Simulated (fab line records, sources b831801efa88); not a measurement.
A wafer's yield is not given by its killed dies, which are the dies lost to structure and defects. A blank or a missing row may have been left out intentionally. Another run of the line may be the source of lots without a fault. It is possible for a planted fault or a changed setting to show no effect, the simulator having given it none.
Which tool did it? :: flow gf180mcu :: 14 lots, 42 wafers sampled, at 4 steps of a route of 602

WHAT THE GAUGES SHOWED, per wafer
GF_MVSD_OVL_MEAS_07. Usual: for MVSD_OVL the level is -0.8 nm and the standard deviation is 1.5.
lot: L947
measured: day 4 11:24
on: overlay-02
MVSD_OVL (nm): -1.6 1.1 0.3
flag: 

lot: L948
measured: day 4 17:18
on: overlay-01
MVSD_OVL (nm): 0.5 0.4 -3.0
flag: 

lot: L950
measured: day 5 05:28
on: overlay-01
MVSD_OVL (nm): -1.1 -2.0 -1.0
flag: 

lot: L952
measured: day 5 14:58
on: overlay-02
MVSD_OVL (nm): -3.2 -2.9 -1.8
flag: 

lot: L954
measured: day 6 07:06
on: overlay-01
MVSD_OVL (nm): -1.1 -3.2 -2.3
flag: 

lot: L955
measured: day 6 12:22
on: overlay-02
MVSD_OVL (nm): -2.5 -1.8 -0.4
flag: 

lot: L956
measured: day 6 17:01
on: overlay-02
MVSD_OVL (nm): -0.1 -0.7 0.0
flag: 

lot: L957
measured: day 6 20:55
on: overlay-01
MVSD_OVL (nm): -0.2 -0.1 -1.1
flag: 

lot: L958
measured: day 7 01:31
on: overlay-02
MVSD_OVL (nm): -1.9 -0.4 -3.1
flag: 

lot: L968
measured: day 9 13:57
on: overlay-02
MVSD_OVL (nm): -2.2 -0.3 -0.7
flag: 

lot: L969
measured: day 9 18:44
on: overlay-01
MVSD_OVL (nm): 0.9 -1.1 1.6
flag: 

lot: L970
measured: day 10 02:43
on: overlay-02
MVSD_OVL (nm): -2.8 -3.2 -0.2
flag: 

GF_POLY_GATE_CD_MEAS_18. Usual: cd nm 280.9 nm, standard deviation 2.
lot: L947
measured: day 9 05:55
on: cd sem-02
cd nm (nm): 281.5 282.4 280.3
flag: 

lot: L948
measured: day 9 15:21
on: cd sem-01
cd nm (nm): 276.5 279.5 278.3
flag: 

lot: L950
measured: day 10 09:56
on: cd sem-01
cd nm (nm): 280.5 278.3 280.0
flag: 

lot: L952
measured: day 10 21:25
on: cd sem-01
cd nm (nm): 283.8 281.5 279.6
flag: 

lot: L954
measured: day 11 17:32
on: cd sem-02
cd nm (nm): 280.7 278.8 280.2
flag: 

lot: L955
measured: day 11 21:44
on: cd sem-01
cd nm (nm): 279.9 281.4 283.1
flag: 

lot: L956
measured: day 12 01:55
on: cd sem-01
cd nm (nm): 281.0 282.9 283.9
flag: 

lot: L957
measured: day 12 11:34
on: cd sem-02
cd nm (nm): 281.3 280.4 281.1
flag: 

lot: L958
measured: day 12 17:16
on: cd sem-01
cd nm (nm): 283.9 285.4 280.6
flag: 

lot: L968
measured: day 15 14:18
on: cd sem-01
cd nm (nm): 281.4 282.2 283.4
flag: 

lot: L969
measured: day 15 21:49
on: cd sem-02
cd nm (nm): 277.1 276.4 278.7
flag: 

lot: L970
measured: day 16 13:07
on: cd sem-02
cd nm (nm): 280.7 281.0 280.1
flag: 

WHAT TOOL EACH LOT RAN ON (gives the tool, then ch and the chambers of the sampled wafers, and finally the start)
lot: L947
GF_STI_EXPOSE_09: krf scanner-02 ch 0, day 1 19:59
GF_POLY_GATE_ETCH_12: rie diel-02 ch 1,2,3, day 9 04:19

lot: L948
GF_STI_EXPOSE_09: krf scanner-01 ch 0, day 2 01:17
GF_POLY_GATE_ETCH_12: rie diel-01 ch 2,3, day 9 13:45

lot: L950
GF_STI_EXPOSE_09: krf scanner-01 ch 0, day 2 11:18
GF_POLY_GATE_ETCH_12: rie diel-04 ch 0,3, day 10 06:03

lot: L952
GF_STI_EXPOSE_09: krf scanner-01 ch 0, day 2 20:48
GF_POLY_GATE_ETCH_12: rie diel-02 ch 0,1,2, day 10 19:36

lot: L954
GF_STI_EXPOSE_09: krf scanner-02 ch 0, day 3 08:29
GF_POLY_GATE_ETCH_12: rie diel-04 ch 1,2,3, day 11 13:16

lot: L955
GF_STI_EXPOSE_09: krf scanner-02 ch 0, day 3 12:02
GF_POLY_GATE_ETCH_12: rie diel-01 ch 2,3, day 11 20:06

lot: L956
GF_STI_EXPOSE_09: krf scanner-02 ch 0, day 3 17:10
GF_POLY_GATE_ETCH_12: rie diel-04 ch 0,2, day 12 00:17

lot: L957
GF_STI_EXPOSE_09: krf scanner-02 ch 0, day 3 22:19
GF_POLY_GATE_ETCH_12: rie diel-02 ch 0,1,2, day 12 07:06

lot: L958
GF_STI_EXPOSE_09: krf scanner-02 ch 0, day 4 02:23
GF_POLY_GATE_ETCH_12: rie diel-04 ch 2,3, day 12 13:43

lot: L964
GF_STI_EXPOSE_09: krf scanner-02, day 5 09:32
GF_POLY_GATE_ETCH_12: -

lot: L965
GF_STI_EXPOSE_09: krf scanner-01, day 5 15:16
GF_POLY_GATE_ETCH_12: -

lot: L968
GF_STI_EXPOSE_09: krf scanner-01 ch 0, day 6 05:47
GF_POLY_GATE_ETCH_12: rie diel-02 ch 1,2,3, day 15 12:42

lot: L969
GF_STI_EXPOSE_09: krf scanner-02 ch 0, day 6 11:22
GF_POLY_GATE_ETCH_12: rie diel-01 ch 1,3, day 15 20:12

lot: L970
GF_STI_EXPOSE_09: krf scanner-02 ch 0, day 6 18:35
GF_POLY_GATE_ETCH_12: rie diel-04 ch 1,2,3, day 16 11:27
- GF_STI_EXPOSE_09: exposes mask COMP, target cd 220 nm.
- GF_POLY_GATE_ETCH_12: etches BARC in N2/H2.

AS READ BY THE TOOLS THEMSELVES (means over the sampled wafers that have a number; for cases with no such wafer, the mark the record gives instead)
GF_STI_EXPOSE_09. Usual: exposure dose mJ cm2 27.986, standard deviation 0.026; focus offset nm 0.0 nm, standard deviation 0.54.
lot: L947
tool: krf scanner-02
exposure dose mJ cm2: 27.947
focus offset nm (nm): -0.5
flag: 

lot: L948
tool: krf scanner-01
exposure dose mJ cm2: 27.996
focus offset nm (nm): -0.4
flag: 

lot: L950
tool: krf scanner-01
exposure dose mJ cm2: 27.973
focus offset nm (nm): 0.4
flag: 

lot: L952
tool: krf scanner-01
exposure dose mJ cm2: 28.020
focus offset nm (nm): -0.2
flag: 

lot: L954
tool: krf scanner-02
exposure dose mJ cm2: 28.016
focus offset nm (nm): -0.1
flag: 

lot: L955
tool: krf scanner-02
exposure dose mJ cm2: 27.973
focus offset nm (nm): -0.1
flag: 

lot: L956
tool: krf scanner-02
exposure dose mJ cm2: 27.965
focus offset nm (nm): 1.0
flag: 

lot: L957
tool: krf scanner-02
exposure dose mJ cm2: 28.023
focus offset nm (nm): -0.5
flag: 

lot: L958
tool: krf scanner-02
exposure dose mJ cm2: 27.999
focus offset nm (nm): -0.1
flag: 

lot: L964
tool: krf scanner-02
exposure dose mJ cm2: -
focus offset nm (nm): -
flag: OFF

lot: L965
tool: krf scanner-01
exposure dose mJ cm2: -
focus offset nm (nm): -
flag: OFF

lot: L968
tool: krf scanner-01
exposure dose mJ cm2: 27.977
focus offset nm (nm): -0.6
flag: 

lot: L969
tool: krf scanner-02
exposure dose mJ cm2: 27.996
focus offset nm (nm): -0.1
flag: 

lot: L970
tool: krf scanner-02
exposure dose mJ cm2: 28.028
focus offset nm (nm): 0.1
flag: 

GF_POLY_GATE_ETCH_12. Usual: drypump motor current A 5.8 A, standard deviation 0.38; h2 flow sccm 200.0 sccm, standard deviation 0.58; oes product au 0.736 a.u., standard deviation 0.0049; throttle valve pct 13.215 %, standard deviation 0.0089.
lot: L947
tool: rie diel-02
drypump motor current A (A): 5.9
h2 flow sccm (sccm): 200.0
oes product au (a.u.): 0.738
throttle valve pct (%): 13.217
flag: 

lot: L948
tool: rie diel-01
drypump motor current A (A): 5.4
h2 flow sccm (sccm): 200.0
oes product au (a.u.): 0.735
throttle valve pct (%): 13.214
flag: 

lot: L950
tool: rie diel-04
drypump motor current A (A): 5.8
h2 flow sccm (sccm): 200.2
oes product au (a.u.): 0.732
throttle valve pct (%): 13.206
flag: 

lot: L952
tool: rie diel-02
drypump motor current A (A): 5.7
h2 flow sccm (sccm): 199.7
oes product au (a.u.): 0.733
throttle valve pct (%): 13.211
flag: 

lot: L954
tool: rie diel-04
drypump motor current A (A): 5.7
h2 flow sccm (sccm): 200.0
oes product au (a.u.): 0.729
throttle valve pct (%): 13.211
flag: 

lot: L955
tool: rie diel-01
drypump motor current A (A): 5.4
h2 flow sccm (sccm): 200.0
oes product au (a.u.): 0.736
throttle valve pct (%): 13.218
flag: 

lot: L956
tool: rie diel-04
drypump motor current A (A): 6.0
h2 flow sccm (sccm): 200.0
oes product au (a.u.): 0.741
throttle valve pct (%): 13.224
flag: 

lot: L957
tool: rie diel-02
drypump motor current A (A): 5.7
h2 flow sccm (sccm): 200.0
oes product au (a.u.): 0.736
throttle valve pct (%): 13.215
flag: 

lot: L958
tool: rie diel-04
drypump motor current A (A): 5.8
h2 flow sccm (sccm): 199.8
oes product au (a.u.): 0.742
throttle valve pct (%): 13.222
flag: 

lot: L968
tool: rie diel-02
drypump motor current A (A): 5.9
h2 flow sccm (sccm): 199.9
oes product au (a.u.): 0.733
throttle valve pct (%): 13.209
flag: 

lot: L969
tool: rie diel-01
drypump motor current A (A): 6.3
h2 flow sccm (sccm): 199.5
oes product au (a.u.): 0.734
throttle valve pct (%): 13.214
flag: 

lot: L970
tool: rie diel-04
drypump motor current A (A): 5.7
h2 flow sccm (sccm): 200.0
oes product au (a.u.): 0.735
throttle valve pct (%): 13.210
flag: 

THE ANSWER, worked out from the rows above alone
Rule: a lot is off if the mean of its wafers that have a number lies more than 3 standard deviations from the usual mean. A lot without any number at a reading at which 4 lots or more have one is off too. Any other lot the step has rows for is counted as sound. After the gauges, taken in route order, come the tools' own readings; for these a lot's mean is taken, as printed above. The first step at which some lot is off is used, and at that step the reading that is off furthest; a lot without a number counts as furthest.
Off: L964, L965, at GF_STI_EXPOSE_09 (exposure dose mJ cm2). Without a number there: L964, L965.
If a tool, at that step or one of the process steps before it, ran each lot that is off and ran no sound lot following the first of them, it fits. No candidate that was tried fits.

WHAT WAS PUT IN BY THE SIMULATOR
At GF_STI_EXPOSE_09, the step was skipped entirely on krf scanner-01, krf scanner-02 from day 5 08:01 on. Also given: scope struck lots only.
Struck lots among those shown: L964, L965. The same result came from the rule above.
